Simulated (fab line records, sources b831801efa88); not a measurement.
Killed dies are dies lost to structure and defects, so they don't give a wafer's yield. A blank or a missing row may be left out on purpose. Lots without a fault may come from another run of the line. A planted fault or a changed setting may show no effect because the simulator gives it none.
A struck lot beside a sound one | flow gf180mcu | 15 steps out of a route of 602
Sound: wafers L920.1, L920.3, L920.6. Struck: wafers L928.2, L928.5, L928.6. The cause comes at the end.
At each step with rows: each side's tool, then ch and its chambers, then its first start. Under that, the readings that differ: sound wafers | struck wafers | difference of the means | sigmas: that difference in standard deviations of wafers without a fault.
alike: readings whose means differ by less than 2 such deviations, and words and numbers that are the same on both sides. not compared: withheld readings, readings that some wafer has no value for, bounds like >300 that may hide the same value, and numbers for which the record gives no deviation and whose values overlap.
The two part at a step that has a row with sigmas, a row that says differs or no value, or rows on one side only. Numbers that don't overlap but have no deviation are shown without sigmas and don't part them. A reading that every wafer of one side lacks parts them only if that side has two wafers or more.

first, 3 steps without rows for these wafers: GF_V2_STRIP_19 (strips in post etch residue remover, time 1200 s); GF_V2_CLEAN_20 (cleans in DIW); GF_V2_SPUTTER_21 (material Ti, target thk 15 nm, time 80.02 s).
GF_V2_SPUTTER_22: material TiN, target thk 10 nm, time 40 s.
  sound on pvd_sputter-03, day 24 22:19; struck on pvd_sputter-01, day 27 06:33
  alike: cathode_dc_power_W, chamber_pressure_pa, throttle_valve_pct
GF_V2_CVD_23: deposits W, target thk 350 nm, time 104.94 s.
  sound on cvd_w-02 ch 0,1, day 24 22:21; struck on cvd_w-01 ch 0,1, day 27 06:35
  alike: heater_power_w
GF_V2_RS_MEAS_24: measures by four-point-probe.
  sound on film_metro-02, day 24 22:28; struck on film_metro-02, day 27 06:43
  alike: V2_W_RS
GF_V2_THK_MEAS_25: measures by xrf.
  sound on film_metro-02, day 24 22:35; struck on film_metro-02, day 27 06:50
  alike: V2_W_THK
GF_V2_CMP_26: polishes, stops on SiO2, t overpolish 15 s, target thk 0 nm.
  sound on cmp-02 ch 0,1,3, day 24 22:48; struck on cmp-02 ch 2,3, day 27 06:53
  alike: motor_current_A, overpolish_run_s, time_to_endpoint_s
GF_M3_SPUTTER_00: material Ti, target thk 37.5 nm, time 150 s.
  sound on pvd_sputter-02, day 24 23:00; struck on pvd_sputter-04, day 27 07:11
  alike: cathode_dc_power_W, chamber_pressure_pa, throttle_valve_pct
then, 2 steps without rows for these wafers: GF_M3_SPUTTER_01 (material TiN, target thk 30 nm, time 25 s); GF_M3_SPUTTER_02 (material AlCu, target thk 450 nm, time 23.9 s).
GF_M3_SPUTTER_03: material Ti, target thk 10 nm, time 6.7 s.
  sound on pvd_sputter-02, day 24 23:10; struck on pvd_sputter-04, day 27 07:20
  alike: cathode_dc_power_W, chamber_pressure_pa, throttle_valve_pct
GF_M3_SPUTTER_04: material TiN, target thk 50 nm, time 41.7 s.
  sound on pvd_sputter-02, day 24 23:11; struck on pvd_sputter-04, day 27 07:22
  no value came back on the struck wafers for cathode_dc_power_W (W), chamber_pressure_pa (Pa), throttle_valve_pct (%); on the sound wafers cathode_dc_power_W (W) reads 6500.4 6499.1 6499.1
GF_M3_THK_MEAS_06: measures by xrf.
  sound on film_metro-03, day 24 23:21; struck on film_metro-02, day 27 07:32
  reading          | sound       | struck      | difference | sigmas
  M3_ALCU_THK (nm) | 446 445 445 | 500 501 503 | +56        | +11
then, 1 step without rows for these wafers: GF_M3_DEHYDRATE_07 (time 60 s).

WHERE THEY PART
First at GF_M3_SPUTTER_04; last, within this record, at GF_M3_THK_MEAS_06.

WHY: what the simulator had put in
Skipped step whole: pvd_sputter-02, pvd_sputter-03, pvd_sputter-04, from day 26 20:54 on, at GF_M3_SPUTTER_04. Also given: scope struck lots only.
